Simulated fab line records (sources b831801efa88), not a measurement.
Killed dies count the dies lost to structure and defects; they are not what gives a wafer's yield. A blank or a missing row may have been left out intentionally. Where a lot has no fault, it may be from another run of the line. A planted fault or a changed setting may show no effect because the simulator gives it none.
Which tool is to blame? | flow gf180mcu | Sampling: 15 lots, 45 wafers, 4 of 602 route steps

WHAT THE GAUGES SHOWED, per wafer
GF_V5_THK_MEAS_01. Usual: V5_CVD_00_THK 300 nm, standard deviation 3.2.
lot  | measured     | on            | V5_CVD_00_THK (nm) | flag
L435 | day 26 12:17 | film metro-02 | 300 297 296        |
L434 | day 26 15:22 | film metro-02 | 305 304 301        |
L436 | day 26 22:47 | film metro-01 | 299 294 296        |
L437 | day 27 12:38 | film metro-01 | 300 300 298        |
L438 | day 27 18:05 | film metro-02 | 301 302 298        |
L439 | day 27 21:02 | film metro-01 | 299 298 299        |
L440 | day 28 05:49 | film metro-02 | 298 293 298        |
L442 | day 29 00:56 | film metro-02 | 302 299 301        |
L443 | day 29 02:03 | film metro-03 | 298 299 302        |
L444 | day 29 06:15 | film metro-01 | 299 294 299        |
L445 | day 29 12:58 | film metro-01 | 297 299 300        |
L457 | day 32 23:01 | film metro-02 | 300 301 300        |

EACH LOT AND THE TOOL THAT RAN IT (in order: tool; ch and the chambers of the sampled wafers; start)
lot  | GF_V1_DEVELOP_13                  | GF_V1_CMP_26                  | GF_V3_ETCH_16
L435 | litho track-02 ch 0, day 18 09:55 | cmp-02 ch 1,2, day 18 11:18   | rie diel-03 ch 1,2, day 22 14:57
L434 | litho track-02 ch 0, day 18 12:07 | cmp-02 ch 1,2, day 18 13:51   | rie diel-03 ch 0,1,2, day 22 17:44
L436 | litho track-02 ch 0, day 18 21:11 | cmp-01 ch 0,1,3, day 18 22:53 | rie diel-03 ch 0,1,2, day 23 02:43
L437 | litho track-02 ch 0, day 19 13:14 | cmp-01 ch 0,1,3, day 19 14:36 | rie diel-04 ch 0,1,3, day 23 17:50
L438 | litho track-02 ch 0, day 19 19:20 | cmp-01 ch 1,2, day 19 20:44   | rie diel-04 ch 0,2,3, day 24 00:08
L439 | litho track-03 ch 0, day 19 21:33 | cmp-02 ch 0,1, day 19 22:53   | rie diel-04 ch 0,1,2, day 24 02:46
L440 | litho track-03 ch 0, day 20 08:46 | cmp-02 ch 0,2,3, day 20 10:08 | rie diel-03 ch 1,2, day 24 12:49
L442 | litho track-02 ch 0, day 21 03:16 | cmp-02 ch 1,2,3, day 21 04:42 | rie diel-01 ch 2,3, day 25 05:02
L443 | litho track-01 ch 0, day 21 11:05 | cmp-01 ch 2,3, day 21 12:28   | rie diel-03 ch 2,3, day 25 10:53
L444 | litho track-01 ch 0, day 21 20:04 | cmp-01 ch 0,1,2, day 21 21:27 | rie diel-01 ch 0,1,3, day 25 20:02
L445 | litho track-03 ch 0, day 22 03:52 | cmp-01 ch 0,1, day 22 05:11   | rie diel-01 ch 0,2,3, day 26 02:38
L446 | litho track-02, day 22 10:16      | cmp-01 ch 0,2,3, day 22 11:43 | -
L447 | litho track-03, day 22 17:05      | cmp-01 ch 2,3, day 22 18:26   | -
L448 | litho track-01, day 23 11:43      | cmp-02 ch 2,3, day 23 13:05   | -
L457 | litho track-03 ch 0, day 26 02:44 | cmp-01 ch 0,1, day 26 04:02   | rie diel-01 ch 0,1,2, day 29 19:23
- GF_V1_DEVELOP_13: develop time 60 s.
- GF_V1_CMP_26: polishes, stops on SiO2, t overpolish 15 s, target thk 0 nm.
- GF_V3_ETCH_16: etches BARC in N2/H2.

AS READ BY THE TOOLS THEMSELVES (means over the sampled wafers that have a number; for cases with no such wafer, the mark the record gives instead)
GF_V1_DEVELOP_13. Usual: chill plate temp C reads 23.04 C (standard deviation 0.099).
lot  | tool           | chill plate temp C (C) | flag
L435 | litho track-02 | 23.00                  |
L434 | litho track-02 | 23.14                  |
L436 | litho track-02 | 23.06                  |
L437 | litho track-02 | 23.12                  |
L438 | litho track-02 | 23.04                  |
L439 | litho track-03 | 22.96                  |
L440 | litho track-03 | 22.99                  |
L442 | litho track-02 | 23.12                  |
L443 | litho track-01 | 22.96                  |
L444 | litho track-01 | 22.96                  |
L445 | litho track-03 | 23.09                  |
L446 | litho track-02 | -                      | OFF
L447 | litho track-03 | -                      | OFF
L448 | litho track-01 | -                      | OFF
L457 | litho track-03 | 23.12                  |

GF_V1_CMP_26. Usual: motor current A reads 11.1 A (standard deviation 1.2).
lot  | tool   | motor current A (A) | flag
L435 | cmp-02 | 10.9                |
L434 | cmp-02 | 11.4                |
L436 | cmp-01 | 11.0                |
L437 | cmp-01 | 10.7                |
L438 | cmp-01 | 10.2                |
L439 | cmp-02 | 11.9                |
L440 | cmp-02 | 10.7                |
L442 | cmp-02 | 10.9                |
L443 | cmp-01 | 12.3                |
L444 | cmp-01 | 10.9                |
L445 | cmp-01 | 11.0                |
L446 | cmp-01 | 12.2                |
L447 | cmp-01 | 12.2                |
L448 | cmp-02 | 10.3                |
L457 | cmp-01 | 10.7                |

GF_V3_ETCH_16. Usual: drypump motor current A 6.0 A, standard deviation 0.57; h2 flow sccm 200.0 sccm, standard deviation 0.58; oes product au 0.854 a.u., standard deviation 0.0049; throttle valve pct 13.223 %, standard deviation 0.0085.
lot  | tool        | drypump motor current A (A) | h2 flow sccm (sccm) | oes product au (a.u.) | throttle valve pct (%) | flag
L435 | rie diel-03 | 6.3                         | 199.9               | 0.858                 | 13.218                 |
L434 | rie diel-03 | 6.1                         | 199.6               | 0.854                 | 13.221                 |
L436 | rie diel-03 | 6.0                         | 200.4               | 0.852                 | 13.230                 |
L437 | rie diel-04 | 5.8                         | 200.4               | 0.852                 | 13.220                 |
L438 | rie diel-04 | 6.1                         | 199.6               | 0.851                 | 13.213                 |
L439 | rie diel-04 | 6.3                         | 200.0               | 0.858                 | 13.219                 |
L440 | rie diel-03 | 5.9                         | 199.8               | 0.853                 | 13.228                 |
L442 | rie diel-01 | 6.7                         | 199.8               | 0.859                 | 13.226                 |
L443 | rie diel-03 | 5.3                         | 200.5               | 0.850                 | 13.226                 |
L444 | rie diel-01 | 6.0                         | 200.3               | 0.852                 | 13.222                 |
L445 | rie diel-01 | 6.2                         | 199.6               | 0.853                 | 13.224                 |
L457 | rie diel-01 | 6.1                         | 200.1               | 0.853                 | 13.225                 |

THE ANSWER, worked out from the rows above alone
Rule: a lot counts as off when the mean over its wafers that have a number is more than 3 standard deviations away from the usual mean. A lot without any number at a reading at which 4 lots or more have one is off too. Any other lot the step has rows for is counted as sound. First the gauges in route order, then the tools' own readings, where a lot's mean is used as printed above. The first step at which some lot is off is used, and at that step the reading that is off furthest; a lot without a number counts as furthest.
Off: L446, L447, L448, at GF_V1_DEVELOP_13 (chill plate temp C). Without a number there: L446, L447, L448.
A tool fits if, at that step or a process step before it, it ran every lot that is off, and no sound lot after the first of them. No candidate that was tried fits.

WHAT WAS PUT IN BY THE SIMULATOR
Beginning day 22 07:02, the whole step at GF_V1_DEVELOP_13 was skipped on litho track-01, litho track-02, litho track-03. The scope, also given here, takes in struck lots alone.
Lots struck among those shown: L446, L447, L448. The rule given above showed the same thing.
